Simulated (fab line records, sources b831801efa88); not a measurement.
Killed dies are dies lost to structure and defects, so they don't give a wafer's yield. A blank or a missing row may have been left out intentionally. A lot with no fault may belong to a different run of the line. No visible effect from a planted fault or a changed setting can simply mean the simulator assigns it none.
A struck lot beside a sound one / flow gf180mcu / 18 steps out of a route of 602
Sound: the wafers L720.1, L720.2, L720.6. Struck: wafers L727.4, L727.5. (L727.2 of the same lot was not struck and is left out.) The cause comes at the end.
Per side, at each step with rows, come the tool, then ch with its chambers, and then its first start. Under that, the readings that differ: sound wafers / struck wafers / difference of the means / sigmas: that difference in standard deviations of wafers without a fault.
alike: readings whose means differ by less than 2 such deviations, and words and numbers that are the same on both sides. not compared: withheld readings, readings that some wafer has no value for, bounds like >300 that may hide the same value, and numbers for which the record gives no deviation and whose values overlap.
A row with sigmas, a row that says differs or no value, or rows on one side alone: a step with any of these is where the two part. When numbers do not overlap yet have no deviation, they are printed without sigmas and do not part them. Lack of a reading on every wafer of one side parts them only where that side has two or more wafers.

first, 2 steps without rows for these wafers: GF_CONTACT_PEB_12 (peb time 90 s); GF_CONTACT_DEVELOP_13 (develop time 60 s).
GF_CONTACT_CD_MEAS_14: the cd target is 220 nm.
  sound: cd_sem-02 at day 18 17:18; struck: cd_sem-02 at day 21 05:01
  alike: cd_nm
GF_CONTACT_OVL_MEAS_15:
  sound: overlay-02 at day 18 17:25; struck: overlay-02 at day 21 05:07
  alike: CONTACT_OVL
GF_CONTACT_ETCH_16: etches BARC in N2/H2.
  sound on rie_diel-01 ch 0,2,3, day 18 17:27; struck on rie_diel-03 ch 3, day 21 05:09
  alike: drypump_motor_current_A, oes_product_au, throttle_valve_pct
GF_CONTACT_ETCH_17: etches SiO2 in C4F8/O2/Ar, stops on CoSi2, target depth 860 nm.
  sound: rie_diel-01 ch 0,2,3; struck: rie_diel-03 ch 3
  alike: oes_product_au
GF_CONTACT_STRIP_18: strips in O2/N2.
  sound on plasma_asher-01 ch 0,1, day 18 17:37; struck on plasma_asher-01 ch 0, day 21 05:19
  alike: drypump_motor_current_A, heater_power_w, oes_product_au
  not compared: rf_hours_counter_h
then, 3 steps without rows for these wafers: GF_CONTACT_CLEAN_19 (cleans in SPM); GF_CONTACT_CLEAN_20 (cleans in DIW); GF_CONTACT_CLEAN_21 (cleans in dHF, time 20 s).
GF_CONTACT_SPUTTER_22: material Ti, target thk 15 nm, time 80.02 s.
  sound: pvd_sputter-03 at day 18 17:56; struck: pvd_sputter-02 at day 21 05:37
  alike: chamber_pressure_pa, throttle_valve_pct
GF_CONTACT_SPUTTER_23: material TiN, target thk 10 nm, time 40 s.
  sound: pvd_sputter-03 at day 18 17:59; struck: pvd_sputter-02 at day 21 05:41
  alike: chamber_pressure_pa, throttle_valve_pct
GF_CONTACT_CVD_24: deposits W, target thk 300 nm, time 90.339 s.
  sound on cvd_w-01 ch 0,1, day 18 18:02; struck on cvd_w-01 ch 0, day 21 05:43
reading=susceptor_temp_C (C); sound=400.08 399.85 399.66; struck=380.78 380.79; difference=-19.08; sigmas=-99 or more
reading=model.W_of_CONTACT_CVD_24.thk_nm (nm); sound=298.7 299.8 298.7; struck=211 210.5; difference=-88; sigmas=
  alike: heater_power_outer_w, heater_power_w
GF_CONTACT_RS_MEAS_25: the measuring method here is four-point-probe.
  sound: film_metro-04 at day 18 18:08; struck: film_metro-03 at day 21 06:08
reading=CONTACT_W_RS (ohm/sq); sound=0.385 0.383 0.384; struck=0.546 0.547; difference=+0.162; sigmas=+45
  not compared: hold
GF_CONTACT_THK_MEAS_26: measures by xrf.
  sound: film_metro-04 at day 18 18:15; struck: film_metro-03 at day 21 07:49
reading=CONTACT_W_THK (nm); sound=302 303 303; struck=215 214; difference=-88; sigmas=-23
  not compared: hold
GF_CONTACT_CMP_27: polishes, stops on SiO2, t overpolish 15 s, target thk 0 nm.
  sound on cmp-02 ch 0,2, day 18 18:22; struck on cmp-01 ch 1, day 21 17:46
reading=hold; sound=- - -; struck=await_dispo/9.8h/release await_dispo/9.8h/release; difference=no value on the sound wafers; sigmas=
reading=time_to_endpoint_s (s); sound=69.0 73.6 72.8; struck=47.7 46.6; difference=-24.6; sigmas=-9
  alike: motor_current_A
then, 1 step without rows for these wafers: GF_M1_SPUTTER_00 (material Ti, target thk 37.5 nm, time 150 s).
GF_PASSIVATION_PROBE_99:
  sound wafers here have rows in the record (prober-02, day 31 07:35); struck ones have none

## WHERE THEY PART
Last at GF_PASSIVATION_PROBE_99 as far as this record goes, first at GF_CONTACT_CVD_24.

WHY: whatever the simulator had introduced
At GF_CONTACT_CVD_24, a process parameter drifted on cvd_w-01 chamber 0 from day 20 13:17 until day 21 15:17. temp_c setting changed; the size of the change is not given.
